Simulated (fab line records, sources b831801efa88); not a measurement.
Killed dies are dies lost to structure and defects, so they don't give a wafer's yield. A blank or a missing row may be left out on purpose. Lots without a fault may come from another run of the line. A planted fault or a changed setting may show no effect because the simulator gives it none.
A struck lot beside a sound one | flow sky130 | 16 steps out of a route of 708
Sound: wafers L125.2, L125.3, L125.4. Struck: wafers L116.2, L116.6. (L116.1 of the same lot was not struck and is left out.) The cause comes at the end.
At each step with rows: each side's tool, then ch and its chambers, then its first start. Under that, the readings that differ: sound wafers | struck wafers | difference of the means | sigmas: that difference in standard deviations of wafers without a fault.
alike: readings whose means differ by less than 2 such deviations, and words and numbers that are the same on both sides. not compared: withheld readings, readings that some wafer has no value for, bounds like >300 that may hide the same value, and numbers for which the record gives no deviation and whose values overlap.
The two part at a step that has a row with sigmas, a row that says differs or no value, or rows on one side only. Numbers that don't overlap but have no deviation are shown without sigmas and don't part them. A reading that every wafer of one side lacks parts them only if that side has two wafers or more.

first, 2 steps without rows for these wafers: SKY_METAL4_PEB_11; SKY_METAL4_DEVELOP_12 (develop time 60 s).
SKY_METAL4_CD_MEAS_13: target cd 300 nm.
  sound on cd_sem-02, day 47 13:02; struck on cd_sem-02, day 45 05:46
  alike: cd_nm
SKY_METAL4_OVL_MEAS_14:
  sound on overlay-01, day 47 13:09; struck on overlay-02, day 45 05:53
  alike: METAL4_OVL
SKY_METAL4_DESCUM_15: chemistry O2, time 8 s.
  sound on rie_metal-01 ch 0,1, day 47 13:11; struck on rie_metal-04 ch 0,1, day 45 05:56
  alike: chamber_pressure_mTorr, drypump_motor_current_A, oes_product_au
  not compared: rf_hours_counter_h
SKY_METAL4_ETCH_16: etches BARC in N2/H2, stops on SiO2, time 88.2 s, target depth 60 nm.
  sound on rie_metal-01 ch 0,1, day 47 13:13; struck on rie_metal-04 ch 0,1, day 45 05:58
  alike: chamber_pressure_mTorr, drypump_motor_current_A, oes_product_au, throttle_valve_pct
  not compared: rf_hours_counter_h
SKY_METAL4_ETCH_17: etches SiO2 in C4F8/O2/Ar, stops on TiN, time 3.9 s, target depth 15 nm.
  sound on rie_diel-01 ch 0,1,2, day 47 13:19; struck on rie_diel-03 ch 2,3, day 45 06:04
  alike: chamber_pressure_mTorr, oes_product_au
then, 1 step without rows for these wafers: SKY_METAL4_METAL_ETCH_18 (etches the open film in Cl2/BCl3, stops on SiO2, target depth 845 nm, time 183.1 s).
SKY_METAL4_STRIP_19: strips in O2/N2.
  sound on plasma_asher-01 ch 0,1, day 47 13:30; struck on plasma_asher-03 ch 0,1, day 45 06:15
  reading                      | sound          | struck    | difference | sigmas
  strip_time_to_endpoint_s (s) | 6.50 6.50 6.62 | 6.77 6.77 | +0.23      | +3
  alike: chamber_pressure_mTorr, drypump_motor_current_A, oes_product_au
  not compared: rf_hours_counter_h
then, 3 steps without rows for these wafers: SKY_METAL4_STRIP_20 (strips in post etch residue remover, time 1200 s); SKY_METAL4_CLEAN_21 (cleans in IPA, time 180 s); SKY_METAL4_CLEAN_22 (cleans in O3/DIW).
SKY_VIA4_HDPCVD_00: deposits SiO2, target thk 1750 nm, time 291.7 s.
  sound on hdpcvd-02 ch 0,1,2, day 47 14:06; struck on hdpcvd-01 ch 1, day 45 06:51
  reading                                  | sound             | struck      | difference | sigmas
  run_length_s (s)                         | 320.3 319.6 318.6 | 360.0 359.7 | +40.4      | +71
  model.SiO2_of_VIA4_HDPCVD_00.thk_nm (nm) | 1757 1725 1751    | 1971 1972   | +227       |
  alike: pressure_mtorr
SKY_VIA4_THK_MEAS_01:
  sound on film_metro-04, day 47 14:17; struck on film_metro-02, day 45 07:01
  reading              | sound          | struck    | difference | sigmas
  VIA4_HDPCVD_THK (nm) | 1758 1725 1751 | 1971 1971 | +226       | +11
SKY_VIA4_CMP_02: polishes SiO2.
  sound on cmp-01 ch 0,1,3, day 47 14:30; struck on cmp-01 ch 1,3, day 45 07:11
  alike: edge_zone_pressure_frac, motor_current_A, platen_rpm
SKY_PAD_OPEN_PROBE_99:
  the record has rows for the sound wafers here (prober-01, day 50 16:41) and none for the struck ones

WHERE THEY PART
First at SKY_METAL4_STRIP_19; last, within this record, at SKY_PAD_OPEN_PROBE_99.

WHY: what the simulator had put in
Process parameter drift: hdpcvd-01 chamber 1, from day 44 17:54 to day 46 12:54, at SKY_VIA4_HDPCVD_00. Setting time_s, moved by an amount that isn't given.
